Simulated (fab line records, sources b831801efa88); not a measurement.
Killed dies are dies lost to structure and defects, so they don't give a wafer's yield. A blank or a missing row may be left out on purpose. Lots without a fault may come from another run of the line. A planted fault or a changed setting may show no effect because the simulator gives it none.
A struck lot beside a sound one | flow sky130 | 16 steps out of a route of 708
Sound: wafers L770.2, L770.4, L770.6. Struck: wafer L776.1. (L776.3, L776.5 of the same lot were not struck and are left out.) The cause comes at the end.
At each step with rows: each side's tool, then ch and its chambers, then its first start. Under that, the readings that differ: sound wafers | struck wafers | difference of the means | sigmas: that difference in standard deviations of wafers without a fault.
alike: readings whose means differ by less than 2 such deviations, and words and numbers that are the same on both sides. not compared: withheld readings, readings that some wafer has no value for, bounds like >300 that may hide the same value, and numbers for which the record gives no deviation and whose values overlap.
The two part at a step that has a row with sigmas, a row that says differs or no value, or rows on one side only. Numbers that don't overlap but have no deviation are shown without sigmas and don't part them. A reading that every wafer of one side lacks parts them only if that side has two wafers or more.

first, 8 steps without rows for these wafers: SKY_METAL2_DEHYDRATE_07 (time 60 s); SKY_METAL2_HMDS_08 (prime time 60 s); SKY_METAL2_COAT_09 (resist thk 60 nm); SKY_METAL2_COAT_10 (resist thk 450 nm); SKY_METAL2_SOFTBAKE_11 (time 90 s); SKY_METAL2_EXPOSE_12 (exposes mask MM2, target cd 140 nm); SKY_METAL2_PEB_13; SKY_METAL2_DEVELOP_14 (develop time 60 s).
SKY_METAL2_CD_MEAS_15: target cd 140 nm.
  sound on cd_sem-01, day 35 18:10; struck on cd_sem-01, day 38 01:07
  alike: cd_nm
SKY_METAL2_OVL_MEAS_16:
  sound on overlay-02, day 35 18:16; struck on overlay-02, day 38 01:14
  alike: METAL2_OVL
SKY_METAL2_DESCUM_17: chemistry O2, time 8 s.
  sound on rie_metal-02 ch 0, day 35 18:19; struck on rie_metal-01 ch 1, day 38 01:16
  reading                | sound             | struck | difference                   | sigmas
  oes_product_au (a.u.)  | 0.995 0.998 0.997 | 1.019  | +0.022                       | +2
  rf_hours_counter_h (h) | - - -             | 11     | no value on the sound wafers |
  alike: chamber_pressure_mTorr, drypump_motor_current_A
SKY_METAL2_ETCH_18: etches BARC in N2/H2, stops on SiO2, time 45.9 s, target depth 60 nm.
  sound on rie_metal-02 ch 0, day 35 18:25; struck on rie_metal-01 ch 1, day 38 01:18
  reading                | sound | struck | difference                   | sigmas
  rf_hours_counter_h (h) | - - - | 11     | no value on the sound wafers |
  alike: chamber_pressure_mTorr, drypump_motor_current_A, oes_product_au, throttle_valve_pct
SKY_METAL2_METAL_ETCH_19: etches the open film in Cl2/BCl3, stops on SiO2, target depth 360 nm, time 78 s.
  sound on rie_metal-02 ch 0, day 35 18:35; struck on rie_metal-01 ch 1, day 38 01:22
  reading                                       | sound                | struck | difference                   | sigmas
  rf_hours_counter_h (h)                        | - - -                | 11     | no value on the sound wafers |
  throttle_valve_pct (%)                        | 22.261 22.262 22.272 | 22.289 | +0.024                       | +3
  model.KrF-thick_of_METAL2_COAT_10.thk_nm (nm) | 155.4 157.1 154.4    | 200.6  | +45.0                        |
  model.METAL2.cd_nm (nm)                       | 143.5 141.5 140.5    | 144.3  | +2.5                         |
  model.SiO2_of_VIA1_HDPCVD_00.thk_nm (nm)      | 330.1 331.2 331.2    | 332.4  | +1.6                         |
  alike: chamber_pressure_mTorr, drypump_motor_current_A, oes_product_au
SKY_METAL2_STRIP_20: strips in O2/N2.
  sound on plasma_asher-03 ch 0,1, day 35 18:47; struck on plasma_asher-04 ch 0, day 38 01:27
  reading                      | sound             | struck | difference | sigmas
  oes_product_au (a.u.)        | 0.345 0.351 0.343 | 0.360  | +0.014     | +3
  strip_time_to_endpoint_s (s) | 2.66 2.70 2.65    | 3.14   | +0.47      | +12
  alike: chamber_pressure_mTorr, drypump_motor_current_A
  not compared: rf_hours_counter_h
then, 1 step without rows for these wafers: SKY_METAL2_STRIP_21 (strips in post etch residue remover, time 1200 s).
-- the record jumps here: 10 days lie between the struck wafers' starts before and after (it left off in module METAL2 and takes up again in module PAD_OPEN, whose first step shown is number 708 of the route) --
SKY_PAD_OPEN_PROBE_99:
  sound on prober-01, day 46 04:22; struck on prober-01, day 48 03:32
  not compared: model.etest.met2.width_nm, model.etest.met2_comb.leak_log10_a_um, model.etest.tester.sort_bin_8_pct

WHERE THEY PART
First at SKY_METAL2_DESCUM_17; last, within this record, at SKY_METAL2_STRIP_20.

WHY: what the simulator had put in
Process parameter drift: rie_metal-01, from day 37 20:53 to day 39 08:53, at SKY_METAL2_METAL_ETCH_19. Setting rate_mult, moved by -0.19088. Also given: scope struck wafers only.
